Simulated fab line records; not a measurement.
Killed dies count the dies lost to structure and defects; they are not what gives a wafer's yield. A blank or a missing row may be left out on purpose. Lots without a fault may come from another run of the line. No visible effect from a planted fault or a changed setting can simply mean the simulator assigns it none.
Which tool is to blame? || flow sky130 || 13 lots with 39 wafers sampled at 3 steps, on a route of 708 steps

## WHAT THE GAUGES READ, wafer by wafer
SKY_CONTACT_THK_MEAS_03. Usual: CONTACT_HDPCVD_THK typically reads 561 nm, with standard deviation 6.2.
{"lot": "L992", "measured": "day 31 04:52", "on": "film_metro-03", "CONTACT_HDPCVD_THK (nm)": "554 564 550", "flag": ""}
{"lot": "L993", "measured": "day 31 12:33", "on": "film_metro-03", "CONTACT_HDPCVD_THK (nm)": "554 565 554", "flag": ""}
{"lot": "L995", "measured": "day 32 03:07", "on": "film_metro-03", "CONTACT_HDPCVD_THK (nm)": "558 552 564", "flag": ""}
{"lot": "L996", "measured": "day 32 22:22", "on": "film_metro-02", "CONTACT_HDPCVD_THK (nm)": "568 561 569", "flag": ""}
{"lot": "L997", "measured": "day 33 04:58", "on": "film_metro-01", "CONTACT_HDPCVD_THK (nm)": "568 569 576", "flag": ""}
{"lot": "L998", "measured": "day 33 12:55", "on": "film_metro-01", "CONTACT_HDPCVD_THK (nm)": "564 566 557", "flag": ""}
{"lot": "L107", "measured": "day 35 14:19", "on": "film_metro-01", "CONTACT_HDPCVD_THK (nm)": "569 566 553", "flag": ""}
{"lot": "L108", "measured": "day 36 03:02", "on": "film_metro-01", "CONTACT_HDPCVD_THK (nm)": "569 560 556", "flag": ""}
{"lot": "L110", "measured": "day 36 14:29", "on": "film_metro-01", "CONTACT_HDPCVD_THK (nm)": "548 554 550", "flag": ""}
{"lot": "L111", "measured": "day 36 20:46", "on": "film_metro-03", "CONTACT_HDPCVD_THK (nm)": "556 561 557", "flag": ""}
{"lot": "L112", "measured": "day 37 02:57", "on": "film_metro-01", "CONTACT_HDPCVD_THK (nm)": "568 560 563", "flag": ""}
{"lot": "L113", "measured": "day 37 07:48", "on": "film_metro-02", "CONTACT_HDPCVD_THK (nm)": "570 559 568", "flag": ""}
{"lot": "L114", "measured": "day 37 17:11", "on": "film_metro-01", "CONTACT_HDPCVD_THK (nm)": "559 559 558", "flag": ""}

## WHICH TOOL RAN EACH LOT (tool, then ch and the chambers of the sampled wafers, then the start)
{"lot": "L992", "SKY_LI_CONTACT_CVD_21": "cvd_w-01 ch 0,1, day 29 22:42", "SKY_LOCAL_INTERCONNECT_SPUTTER_00": "pvd_sputter-02, day 29 23:19"}
{"lot": "L993", "SKY_LI_CONTACT_CVD_21": "cvd_w-01 ch 1, day 30 06:04", "SKY_LOCAL_INTERCONNECT_SPUTTER_00": "pvd_sputter-02, day 30 06:41"}
{"lot": "L995", "SKY_LI_CONTACT_CVD_21": "cvd_w-01 ch 0,1, day 30 22:23", "SKY_LOCAL_INTERCONNECT_SPUTTER_00": "pvd_sputter-02, day 30 22:58"}
{"lot": "L996", "SKY_LI_CONTACT_CVD_21": "cvd_w-01 ch 0,1, day 31 16:41", "SKY_LOCAL_INTERCONNECT_SPUTTER_00": "pvd_sputter-02, day 31 17:17"}
{"lot": "L997", "SKY_LI_CONTACT_CVD_21": "cvd_w-01 ch 0,1, day 31 23:43", "SKY_LOCAL_INTERCONNECT_SPUTTER_00": "pvd_sputter-02, day 32 00:19"}
{"lot": "L998", "SKY_LI_CONTACT_CVD_21": "cvd_w-02 ch 0, day 32 07:54", "SKY_LOCAL_INTERCONNECT_SPUTTER_00": "pvd_sputter-01, day 32 08:31"}
{"lot": "L107", "SKY_LI_CONTACT_CVD_21": "cvd_w-01 ch 0,1, day 34 09:23", "SKY_LOCAL_INTERCONNECT_SPUTTER_00": "pvd_sputter-03, day 34 09:57"}
{"lot": "L108", "SKY_LI_CONTACT_CVD_21": "cvd_w-01 ch 0,1, day 34 22:26", "SKY_LOCAL_INTERCONNECT_SPUTTER_00": "pvd_sputter-01, day 34 23:02"}
{"lot": "L110", "SKY_LI_CONTACT_CVD_21": "cvd_w-02 ch 1, day 35 08:52", "SKY_LOCAL_INTERCONNECT_SPUTTER_00": "pvd_sputter-01, day 35 09:56"}
{"lot": "L111", "SKY_LI_CONTACT_CVD_21": "cvd_w-01 ch 0,1, day 35 15:43", "SKY_LOCAL_INTERCONNECT_SPUTTER_00": "pvd_sputter-02, day 35 16:19"}
{"lot": "L112", "SKY_LI_CONTACT_CVD_21": "cvd_w-02 ch 0,1, day 35 21:54", "SKY_LOCAL_INTERCONNECT_SPUTTER_00": "pvd_sputter-03, day 35 22:31"}
{"lot": "L113", "SKY_LI_CONTACT_CVD_21": "cvd_w-02 ch 0,1, day 36 03:37", "SKY_LOCAL_INTERCONNECT_SPUTTER_00": "pvd_sputter-02, day 36 04:11"}
{"lot": "L114", "SKY_LI_CONTACT_CVD_21": "cvd_w-02 ch 0,1, day 36 12:18", "SKY_LOCAL_INTERCONNECT_SPUTTER_00": "pvd_sputter-02, day 36 12:55"}
- SKY_LI_CONTACT_CVD_21: deposits W, target thk 400 nm, time 120.56 s.
- SKY_LOCAL_INTERCONNECT_SPUTTER_00: material TiN, target thk 100 nm, time 83.3 s.

## WHAT THE TOOLS THEMSELVES READ (means of the sampled wafers that have a number; where no wafer has one, the mark that the record gives instead)
SKY_LI_CONTACT_CVD_21. Usual: heater_power_w at 841 W, with a standard deviation of 91.
{"lot": "L992", "tool": "cvd_w-01", "heater_power_w (W)": 843, "flag": ""}
{"lot": "L993", "tool": "cvd_w-01", "heater_power_w (W)": 675, "flag": ""}
{"lot": "L995", "tool": "cvd_w-01", "heater_power_w (W)": 758, "flag": ""}
{"lot": "L996", "tool": "cvd_w-01", "heater_power_w (W)": 841, "flag": ""}
{"lot": "L997", "tool": "cvd_w-01", "heater_power_w (W)": 763, "flag": ""}
{"lot": "L998", "tool": "cvd_w-02", "heater_power_w (W)": 813, "flag": ""}
{"lot": "L107", "tool": "cvd_w-01", "heater_power_w (W)": 756, "flag": ""}
{"lot": "L108", "tool": "cvd_w-01", "heater_power_w (W)": 778, "flag": ""}
{"lot": "L110", "tool": "cvd_w-02", "heater_power_w (W)": 898, "flag": ""}
{"lot": "L111", "tool": "cvd_w-01", "heater_power_w (W)": 852, "flag": ""}
{"lot": "L112", "tool": "cvd_w-02", "heater_power_w (W)": 862, "flag": ""}
{"lot": "L113", "tool": "cvd_w-02", "heater_power_w (W)": 873, "flag": ""}
{"lot": "L114", "tool": "cvd_w-02", "heater_power_w (W)": 874, "flag": ""}

SKY_LOCAL_INTERCONNECT_SPUTTER_00. Usual: throttle_valve_pct at 29.6 %, with a standard deviation of 0.99.
{"lot": "L992", "tool": "pvd_sputter-02", "throttle_valve_pct (%)": 30.0, "flag": ""}
{"lot": "L993", "tool": "pvd_sputter-02", "throttle_valve_pct (%)": 30.2, "flag": ""}
{"lot": "L995", "tool": "pvd_sputter-02", "throttle_valve_pct (%)": 30.7, "flag": ""}
{"lot": "L996", "tool": "pvd_sputter-02", "throttle_valve_pct (%)": 30.4, "flag": ""}
{"lot": "L997", "tool": "pvd_sputter-02", "throttle_valve_pct (%)": 29.8, "flag": ""}
{"lot": "L998", "tool": "pvd_sputter-01", "throttle_valve_pct (%)": 28.8, "flag": ""}
{"lot": "L107", "tool": "pvd_sputter-03", "throttle_valve_pct (%)": 28.9, "flag": ""}
{"lot": "L108", "tool": "pvd_sputter-01", "throttle_valve_pct (%)": 29.6, "flag": ""}
{"lot": "L110", "tool": "pvd_sputter-01", "throttle_valve_pct (%)": 29.4, "flag": ""}
{"lot": "L111", "tool": "pvd_sputter-02", "throttle_valve_pct (%)": 30.2, "flag": ""}
{"lot": "L112", "tool": "pvd_sputter-03", "throttle_valve_pct (%)": 29.4, "flag": ""}
{"lot": "L113", "tool": "pvd_sputter-02", "throttle_valve_pct (%)": 29.8, "flag": ""}
{"lot": "L114", "tool": "pvd_sputter-02", "throttle_valve_pct (%)": 30.4, "flag": ""}

## THE ANSWER, worked out from the rows above alone
Rule: a lot counts as off when the mean over its wafers that have a number is more than 3 standard deviations away from the usual mean. Also off: a lot with no number at a reading for which 4 or more lots have one. Where the step has rows for the other lots, those lots are counted as sound. First the gauges in route order, then the tools' own readings, where a lot's mean is used as printed above. At the first step where some lot is off, the reading lying furthest off is the one used; lots without a number count as furthest.
No lot is off on any of the readings shown, so nothing can be concluded from this.

## WHAT WAS PUT IN BY THE SIMULATOR
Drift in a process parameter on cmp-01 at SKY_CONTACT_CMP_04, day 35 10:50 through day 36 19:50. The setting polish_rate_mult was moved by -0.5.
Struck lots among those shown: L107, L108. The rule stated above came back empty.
